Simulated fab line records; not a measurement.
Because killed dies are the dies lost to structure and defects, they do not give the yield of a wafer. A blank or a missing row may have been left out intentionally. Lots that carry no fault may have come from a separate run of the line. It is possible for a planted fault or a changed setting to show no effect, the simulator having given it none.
A struck lot beside a sound one + flow sky130 + 17 steps out of a route of 708
Sound: wafers L262.2, L262.3, L262.6. Wafers struck: L267.3, L267.5, L267.6. The cause is given at the end.
Order at every step that has rows: each side's tool, ch and its chambers, its first start. Under that, the readings that differ: sound wafers + struck wafers + difference of the means + sigmas: that difference in standard deviations of wafers without a fault.
alike: same words and numbers on both sides, and readings whose means sit less than 2 such deviations apart. not compared: any withheld reading, any reading some wafer has no value for, any bound like >300 that may hide the same value, and any number with overlapping values for which the record gives no deviation.
Wherever a step has rows on one side only, a row that says differs or no value, or a row with sigmas, the two part there. Numbers that have no deviation but don't overlap get no sigmas and don't part them. Lack of a reading on every wafer of one side parts them only where that side has two or more wafers.

first, 1 step without rows for these wafers: SKY_NWELL_IMPLANT_24.
SKY_NWELL_STRIP_25: strips in O2/N2.
  sound on plasma-asher-03 ch 0,1, day 5 13:28; struck on plasma-asher-01 ch 0,1, day 6 15:37
  alike: drypump-motor-current-A, oes-product-au, strip-time-to-endpoint-s
  not compared: rf-hours-counter-h
SKY_NWELL_TW_MEAS_26:
  sound on film-metro-02 at day 5 13:35; struck on film-metro-01 at day 6 15:41
  alike: NWELL_2_TW
then, 1 step without rows for these wafers: SKY_NWELL_CLEAN_27 (cleans in SC1/SC2, time 150 s).
SKY_NWELL_RTA_28: time 30 s.
  sound on rtp-anneal-01 ch 0, day 5 13:42; struck on rtp-anneal-02 ch 0, day 6 15:49
  alike: chamber-o2-ppm, lamp-power-pct, wafer_temp_C_max
SKY_NWELL_RS_MEAS_29: a four-point-probe measurement.
  sound on film-metro-02 at day 5 13:48; struck on film-metro-02 at day 6 15:55
  alike: NWELL_RS
SKY_NWELL_RS_MEAS_31: a four-point-probe measurement.
  sound on film-metro-02 at day 5 14:02; struck on film-metro-02 at day 6 16:10
  alike: PWDE_RS
then, 4 steps without rows for these wafers: SKY_VT_ADJUST_HVTP_DEHYDRATE_00 (time 60 s); SKY_VT_ADJUST_HVTP_HMDS_01 (prime time 60 s); SKY_VT_ADJUST_HVTP_COAT_02 (resist thk 1140 nm); SKY_VT_ADJUST_HVTP_SOFTBAKE_03 (time 60 s).
SKY_VT_ADJUST_HVTP_EXPOSE_04: exposes mask HVTPM, target cd 380 nm.
  sound on iline-stepper-01 ch 0, day 5 22:04; struck on iline-stepper-01 ch 0, day 7 01:49
| reading                                | sound                | struck         | difference | sigmas |
|----------------------------------------|----------------------|----------------|------------|--------|
| model.VT_ADJUST_HVTP.overlay-x-nm (nm) | -1.095 -1.095 -1.095 | -134 -134 -134 | -133       |        |
  alike: mask, stage-vel-mm-s
then, 2 steps without rows for these wafers: SKY_VT_ADJUST_HVTP_PEB_05; SKY_VT_ADJUST_HVTP_DEVELOP_06 (develop time 60 s).
SKY_VT_ADJUST_HVTP_CD_MEAS_07: target cd 380 nm.
  sound on cd-sem-01 at day 6 06:10; struck on cd-sem-02 at day 7 11:35
  alike: cd-nm
SKY_VT_ADJUST_HVTP_OVL_MEAS_08:
  sound on overlay-02 at day 6 06:16; struck on overlay-02 at day 7 11:52
| reading                 | sound        | struck               | difference | sigmas      |
|-------------------------|--------------|----------------------|------------|-------------|
| VT_ADJUST_HVTP_OVL (nm) | 0.9 0.1 -0.5 | -135.5 -132.7 -133.8 | -134.2     | -99 or more |
  not compared: hold
next, for these wafers, 1 step has no rows: SKY_PAD_OPEN_PROBE_99.

WHERE THEY PART
At SKY_VT_ADJUST_HVTP_OVL_MEAS_08 and nowhere else, as far as this record goes.

WHY: what the simulator had put in
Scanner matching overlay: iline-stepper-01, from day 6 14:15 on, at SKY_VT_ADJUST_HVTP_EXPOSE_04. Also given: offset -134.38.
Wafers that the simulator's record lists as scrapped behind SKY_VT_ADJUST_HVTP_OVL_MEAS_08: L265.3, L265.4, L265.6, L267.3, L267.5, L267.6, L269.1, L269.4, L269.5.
